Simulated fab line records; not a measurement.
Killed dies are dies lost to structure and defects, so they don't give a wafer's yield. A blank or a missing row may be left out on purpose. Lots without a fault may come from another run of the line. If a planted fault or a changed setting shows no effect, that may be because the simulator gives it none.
fab line records ; flow sky130 ; part 2 of 2: steps 25 to 35 of 35
record lots=5; wafers=15; last-day=52
route steps=708 shown CAP2M@615 METAL4@621 VIA4@639
lots untouched by any fault: they come from a run of this same line in which no faults occurred
start-h: the number of hours between the record's first day and the start of the first shown wafer of the lot ; wait-h: hours from the lot's prior step to this one ; " same as the row above ; L1.1+2: a row that stands for several wafers ; - no value present, or no start provided ; * or withheld: withheld ; < > ~ a bound
route shown NAME@n: names a module that has steps shown in the file, with the first one's number in the route ; usual: the fault-free wafers' mean and standard deviation ; same: alike in all rows ; chamber/n: place in a boat ; sites: per-site readings ; _std_site: the values' standard deviation ; _edge_site: outer sites' mean less inner sites' ; radius-mm: how far each site lies from the wafer's centre ; mask NAME#n: copy n ; behind: the last tool/chamber to shape the wafer ; hold: the reason the lot was held/the length of the hold in hours/how it ended ; device: the transistor (n, p or np) that didn't switch ; end of line: tests run on the same wafers once the route is complete ; where a step has no rows: the recipe by itself ; killed: dies lost to structure and defects at the first sort, not the wafer's yield ; map: a wafer's dies, x killed, . not, _ none there
set.NAME: the setting as run; set.NAME@STEP: as run at that earlier step ; model.NAME: the simulator's own value behind a step, which no gauge read
a table for each step, a row for each wafer; lots at some steps of the route
services: a tool's chamber out of use, with start hour (start-h, from the record's first day; less than 0 if before it), hours out, and reason
## steps
# step SKY_VIA4_HDPCVD_00
# recipe material=SiO2; target-thk-nm=1750; sigma-open-frac=0.3; time-s=291.7; temp-c=400; sih4-flow-sccm=60; pressure-mtorr=6
lot.wafer;tool;chamber;start-h;wait-h
L080.3+4+5;hdpcvd-02;1,0,2;960.78;0.0
L079.2+3+6;hdpcvd-02;0,2,0;962.86;0.0
L084.2+4+5;hdpcvd-02;1,0,2;985.76;0.0
L086.1+3+6;hdpcvd-01;2,0,1;1001.51;0.0
L095.1+5+6;hdpcvd-01;0,0,2;1174.08;0.0
# step SKY_VIA4_THK_MEAS_01
# recipe reads=SiO2_of_VIA4_HDPCVD_00
# usual VIA4_HDPCVD_THK=1756/19
lot.wafer;tool;chamber;start-h;wait-h;VIA4_HDPCVD_THK[nm]
L080.3;film-metro-03;-;960.98;0.1;1753
L080.4;film-metro-03;-;960.98;0.1;1762
L080.5;film-metro-03;-;960.98;0.1;1756
L079.2;film-metro-01;-;963.05;0.1;1783
L079.3;film-metro-01;-;963.05;0.1;1768
L079.6;film-metro-01;-;963.05;0.1;1797
L084.2;film-metro-04;-;985.95;0.1;1742
L084.4;film-metro-04;-;985.95;0.1;1765
L084.5;film-metro-04;-;985.95;0.1;1763
L086.1;film-metro-03;-;1001.69;0.1;1757
L086.3;film-metro-03;-;1001.69;0.1;1760
L086.6;film-metro-03;-;1001.69;0.1;1760
L095.1;film-metro-01;-;1174.26;0.1;1766
L095.5;film-metro-01;-;1174.26;0.1;1766
L095.6;film-metro-01;-;1174.26;0.1;1750
# step SKY_VIA4_CMP_02
# recipe material=SiO2; down-force-psi=4; platen-rpm=60; pad-velocity-m-s=0.94248
# usual motor-current-A=11.7/0.92
lot.wafer;tool;chamber;start-h;wait-h;motor-current-A
L080.3;cmp-02;3;961.02;0.0;12.2
L080.4;cmp-02;1;961.02;0.0;10.6
L080.5;cmp-02;3;961.02;0.0;12.2
L079.2;cmp-02;2;963.10;0.0;13.4
L079.3;cmp-02;0;963.10;0.0;12.5
L079.6;cmp-02;2;963.10;0.0;12.7
L084.4;cmp-02;0;986.05;0.1;11.6
L084.2;cmp-02;1;986.05;0.1;10.9
L084.5;cmp-02;3;986.05;0.1;11.9
L086.1;cmp-01;0;1001.75;0.1;10.0
L086.3;cmp-01;3;1001.75;0.1;12.8
L086.6;cmp-01;1;1001.75;0.1;11.8
L095.1;cmp-01;3;1174.83;0.6;12.8
L095.6;cmp-01;3;1174.83;0.6;12.2
L095.5;cmp-01;0;1174.83;0.6;10.1
# step SKY_VIA4_BOW_MEAS_03
# recipe mode=bow
# usual VIA4_BOW=80/8.3
lot.wafer;tool;chamber;start-h;wait-h;VIA4_BOW[um]
L080.3;film-metro-01;-;961.36;0.3;93
L080.4;film-metro-01;-;961.36;0.3;89
L080.5;film-metro-01;-;961.36;0.3;94
L079.2;film-metro-01;-;963.42;0.3;79
L079.3;film-metro-01;-;963.42;0.3;81
L079.6;film-metro-01;-;963.42;0.3;78
L084.2;film-metro-01;-;986.32;0.2;76
L084.4;film-metro-01;-;986.32;0.2;72
L084.5;film-metro-01;-;986.32;0.2;76
L086.1;film-metro-04;-;1002.05;0.2;75
L086.3;film-metro-04;-;1002.05;0.2;90
L086.6;film-metro-04;-;1002.05;0.2;72
L095.1;film-metro-03;-;1175.13;0.2;79
L095.5;film-metro-03;-;1175.13;0.2;79
L095.6;film-metro-03;-;1175.13;0.2;72
# step SKY_VIA4_DEHYDRATE_04
# recipe temp-c=200; time-s=60
# usual exhaust-pa=45.0/0.92; heater-power-total-W=160.39/0.13
lot.wafer;tool;chamber;start-h;wait-h;exhaust-pa;heater-power-total-W
L080.3;litho-track-02;0;972.89;11.5;47.4;160.37
L080.4;litho-track-02;0;972.89;11.5;45.1;160.41
L080.5;litho-track-02;0;972.89;11.5;45.1;160.40
L079.2;litho-track-02;0;975.76;12.3;44.8;160.51
L079.3;litho-track-02;0;975.76;12.3;42.9;160.57
L079.6;litho-track-02;0;975.76;12.3;44.8;160.41
L084.2;litho-track-02;0;997.91;11.6;45.0;160.20
L084.4;litho-track-02;0;997.91;11.6;45.3;160.32
L084.5;litho-track-02;0;997.91;11.6;45.2;160.28
L086.1;litho-track-03;0;1012.84;10.8;47.5;160.43
L086.3;litho-track-03;0;1012.84;10.8;45.4;160.12
L086.6;litho-track-03;0;1012.84;10.8;45.4;160.54
L095.1;litho-track-03;0;1181.89;6.7;43.7;160.42
L095.5;litho-track-03;0;1181.89;6.7;45.6;160.44
L095.6;litho-track-03;0;1181.89;6.7;43.9;160.17
# step SKY_VIA4_HMDS_05
# recipe prime-time-s=60; prime-temp-c=120
# usual exhaust-pa=45.0/0.76; prime-temp-c=120.00/0.14
lot.wafer;tool;chamber;start-h;wait-h;exhaust-pa;prime-temp-c
L080.3;litho-track-02;0;973.04;0.1;44.6;120.07
L080.4;litho-track-02;0;973.04;0.1;46.5;120.09
L080.5;litho-track-02;0;973.04;0.1;45.5;120.22
L079.2;litho-track-02;0;975.91;0.1;45.3;120.17
L079.3;litho-track-02;0;975.91;0.1;44.0;120.16
L079.6;litho-track-02;0;975.91;0.1;44.8;120.01
L084.2;litho-track-02;0;998.06;0.1;44.2;120.10
L084.4;litho-track-02;0;998.06;0.1;44.5;119.91
L084.5;litho-track-02;0;998.06;0.1;44.2;119.86
L086.1;litho-track-03;0;1012.99;0.1;45.9;119.80
L086.3;litho-track-03;0;1012.99;0.1;44.1;119.88
L086.6;litho-track-03;0;1012.99;0.1;45.4;119.77
L095.1;litho-track-03;0;1182.04;0.1;46.0;120.14
L095.5;litho-track-03;0;1182.04;0.1;45.6;119.96
L095.6;litho-track-03;0;1182.04;0.1;44.3;120.03
# step SKY_VIA4_COAT_06
# recipe resist=NOVOLAK; spin-rpm=3000; resist-thk-nm=1140
# usual dispense-pressure-kPa=48/3.1; exhaust-pa=45.0/0.86
lot.wafer;tool;chamber;start-h;wait-h;dispense-pressure-kPa;exhaust-pa
L080.3;litho-track-02;0;973.19;0.1;44;45.1
L080.4;litho-track-02;0;973.19;0.1;44;45.7
L080.5;litho-track-02;0;973.19;0.1;44;44.9
L079.2;litho-track-02;0;976.06;0.1;44;45.6
L079.3;litho-track-02;0;976.06;0.1;44;44.9
L079.6;litho-track-02;0;976.06;0.1;44;44.9
L084.2;litho-track-02;0;998.21;0.1;44;44.4
L084.4;litho-track-02;0;998.21;0.1;44;44.0
L084.5;litho-track-02;0;998.21;0.1;44;44.1
L086.1;litho-track-03;0;1013.14;0.1;51;45.0
L086.3;litho-track-03;0;1013.14;0.1;51;45.3
L086.6;litho-track-03;0;1013.14;0.1;51;45.5
L095.1;litho-track-03;0;1182.19;0.1;51;43.3
L095.5;litho-track-03;0;1182.19;0.1;51;44.8
L095.6;litho-track-03;0;1182.19;0.1;51;43.7
# step SKY_VIA4_SOFTBAKE_07
# recipe temp-c=90; time-s=60; resist=NOVOLAK
# usual exhaust-pa=45.2/0.92; heater-power-total-W=56.59/0.048
lot.wafer;tool;chamber;start-h;wait-h;exhaust-pa;heater-power-total-W
L080.3;litho-track-02;0;973.34;0.1;44.9;56.64
L080.4;litho-track-02;0;973.34;0.1;45.7;56.59
L080.5;litho-track-02;0;973.34;0.1;46.4;56.57
L079.2;litho-track-02;0;976.21;0.1;45.7;56.61
L079.3;litho-track-02;0;976.21;0.1;44.0;56.57
L079.6;litho-track-02;0;976.21;0.1;44.5;56.62
L084.2;litho-track-02;0;998.36;0.1;45.3;56.57
L084.4;litho-track-02;0;998.36;0.1;43.9;56.50
L084.5;litho-track-02;0;998.36;0.1;45.8;56.64
L086.1;litho-track-03;0;1013.29;0.1;46.5;56.63
L086.3;litho-track-03;0;1013.29;0.1;46.6;56.65
L086.6;litho-track-03;0;1013.29;0.1;45.6;56.58
L095.1;litho-track-03;0;1182.34;0.1;45.1;56.64
L095.5;litho-track-03;0;1182.34;0.1;44.3;56.57
L095.6;litho-track-03;0;1182.34;0.1;44.7;56.61
# step SKY_VIA4_EXPOSE_08
# recipe mask-id=VIM4; na=0.6; source-shape=conventional; sigma-outer=0.6; polarization=unpolarized; target-cd-nm=800; dose-mj=132
lot.wafer;tool;chamber;start-h;wait-h;mask
L080.3+4+5;iline-stepper-02;0;-;-;VIM4#0
L079.2+3+6;iline-stepper-01;0;-;-;VIM4#0
L084.2+4+5;iline-stepper-02;0;-;-;VIM4#0
L086.1+3+6;iline-stepper-02;0;-;-;VIM4#0
L095.1+5+6;iline-stepper-02;0;-;-;VIM4#0
# step SKY_VIA4_PEB_09
# recipe temp-c=withheld; time-s=*; resist=NOVOLAK
# usual exhaust-pa=45.2/0.95
lot.wafer;tool;chamber;start-h;wait-h;exhaust-pa
L080.3;litho-track-02;0;-;-;44.6
L080.4;litho-track-02;0;-;-;46.6
L080.5;litho-track-02;0;-;-;46.0
L079.2;litho-track-03;0;-;-;46.2
L079.3;litho-track-03;0;-;-;45.9
L079.6;litho-track-03;0;-;-;47.0
L084.2;litho-track-03;0;-;-;44.8
L084.4;litho-track-03;0;-;-;45.3
L084.5;litho-track-03;0;-;-;43.9
L086.1;litho-track-02;0;-;-;44.9
L086.3;litho-track-02;0;-;-;43.4
L086.6;litho-track-02;0;-;-;44.4
L095.1;litho-track-02;0;-;-;44.9
L095.5;litho-track-02;0;-;-;47.1
L095.6;litho-track-02;0;-;-;45.8
# step SKY_VIA4_DEVELOP_10
# recipe resist=NOVOLAK; developer=TMAH; develop-time-s=60; dev-temp-c=23
# usual exhaust-pa=45.0/1
lot.wafer;tool;chamber;start-h;wait-h;exhaust-pa
L080.3;litho-track-02;0;986.54;0.1;45.2
L080.4;litho-track-02;0;986.54;0.1;45.7
L080.5;litho-track-02;0;986.54;0.1;44.9
L079.2;litho-track-03;0;988.86;0.1;45.0
L079.3;litho-track-03;0;988.86;0.1;46.1
L079.6;litho-track-03;0;988.86;0.1;44.9
L084.2;litho-track-03;0;1010.26;0.1;45.1
L084.4;litho-track-03;0;1010.26;0.1;46.8
L084.5;litho-track-03;0;1010.26;0.1;47.8
L086.1;litho-track-02;0;1024.24;0.1;44.1
L086.3;litho-track-02;0;1024.24;0.1;44.5
L086.6;litho-track-02;0;1024.24;0.1;43.8
L095.1;litho-track-02;0;1187.59;0.1;45.9
L095.5;litho-track-02;0;1187.59;0.1;45.6
L095.6;litho-track-02;0;1187.59;0.1;45.2
## services
tool;chamber;start-h;hours;kind
hdpcvd-02;-;915.73;1.0;repair
krf-scanner-02;-;917.58;0.8;pm
krf-scanner-02;-;918.09;4.4;repair
rie-metal-04;0;920.32;3.0;repair
rie-metal-01;1;923.25;1.1;repair
plasma-asher-04;-;931.85;0.4;repair
krf-scanner-02;-;950.32;1.0;pm
hdpcvd-02;-;965.25;5.5;pm
rie-metal-01;-;967.78;1.3;repair
rie-metal-01;-;977.32;2.8;pm
wet-bench-03;-;981.84;1.9;pm
rie-metal-02;1;988.70;3.0;repair
cmp-02;-;1009.75;2.4;repair
wet-bench-02;-;1016.97;4.4;pm
krf-scanner-02;-;1050.44;1.3;pm
plasma-asher-03;-;1055.25;9.0;pm
plasma-asher-04;-;1056.93;1.0;repair
cmp-02;-;1061.16;0.2;repair
wet-bench-04;-;1064.35;1.9;pm
wet-bench-02;-;1075.53;1.8;repair
rie-diel-04;1;1103.89;8.9;repair
wet-bench-04;-;1106.23;6.6;repair
iline-stepper-02;-;1117.98;1.7;pm
iline-stepper-02;-;1126.20;3.1;repair
